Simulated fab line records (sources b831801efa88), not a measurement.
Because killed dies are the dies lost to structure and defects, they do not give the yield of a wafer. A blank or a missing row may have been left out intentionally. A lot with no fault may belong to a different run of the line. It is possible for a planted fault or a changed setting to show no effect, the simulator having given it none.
Which tool is to blame? | flow gf180mcu | 17 wafers from 6 lots sampled at 3 of the route's 602 steps

WHAT THE GAUGES READ, wafer by wafer
GF_PSD_RS_MEAS_14: measures by four-point-probe.
lot  | measured     | on            | NSD_RS (ohm/sq)
L877 | day 16 11:31 | film_metro-03 | 46.24 47.57 46.06
L880 | day 17 15:28 | film_metro-04 | 47.40 46.17
L885 | day 19 08:17 | film_metro-04 | 46.00 46.04 46.14
L891 | day 21 09:05 | film_metro-03 | 46.20 46.16 46.22
L893 | day 22 03:50 | film_metro-03 | 46.24 46.21 46.31
L895 | day 22 17:15 | film_metro-03 | 46.03 46.07 46.14

WHICH TOOL RAN EACH LOT (tool, then ch and the chambers of the sampled wafers, then the start)
lot  | GF_NSD_IMPLANT_10               | GF_NSD_STRIP_11
L877 | implanter-01 ch 0, day 15 12:37 | plasma_asher-04 ch 0,1, day 15 12:45
L880 | implanter-01 ch 0, day 16 15:41 | plasma_asher-03 ch 1, day 16 15:49
L885 | implanter-02 ch 0, day 18 06:50 | plasma_asher-03 ch 0,1, day 18 06:59
L891 | implanter-01 ch 0, day 20 08:41 | plasma_asher-03 ch 0,1, day 20 08:50
L893 | implanter-01 ch 0, day 21 03:42 | plasma_asher-04 ch 0,1, day 21 03:49
L895 | implanter-02 ch 0, day 21 16:32 | plasma_asher-04 ch 0,1, day 21 16:40
- GF_NSD_IMPLANT_10
- GF_NSD_STRIP_11: strips in O2/N2.

THE ANSWER, worked out from the rows above alone
Rule: the usual values come from the lots themselves. Put in order of their means at a reading, lots are off if they are a third of the lots or fewer, leave a main group of 4 or more, and stand apart from it by a gap of 3 or more times the standard deviation of the main group's means; of several such gaps the widest counts. If all means in a main group match to the digits the tables above print for the reading, that group is not used. Also off: a lot with no number at a reading for which 4 or more lots have one. Where the step has rows for the other lots, those lots are counted as sound.
Off: L877, L880, at GF_PSD_RS_MEAS_14 (NSD_RS). For the main group the mean is 46.15 ohm/sq and the standard deviation 0.08.
A tool fits if, at a process step before that reading, it ran every lot that is off, and no sound lot after the first of them. Gauges at GF_PSD_RS_MEAS_14: tried the same way as those tools. Not one of the candidates tried fits.

WHAT THE SIMULATOR PUT IN
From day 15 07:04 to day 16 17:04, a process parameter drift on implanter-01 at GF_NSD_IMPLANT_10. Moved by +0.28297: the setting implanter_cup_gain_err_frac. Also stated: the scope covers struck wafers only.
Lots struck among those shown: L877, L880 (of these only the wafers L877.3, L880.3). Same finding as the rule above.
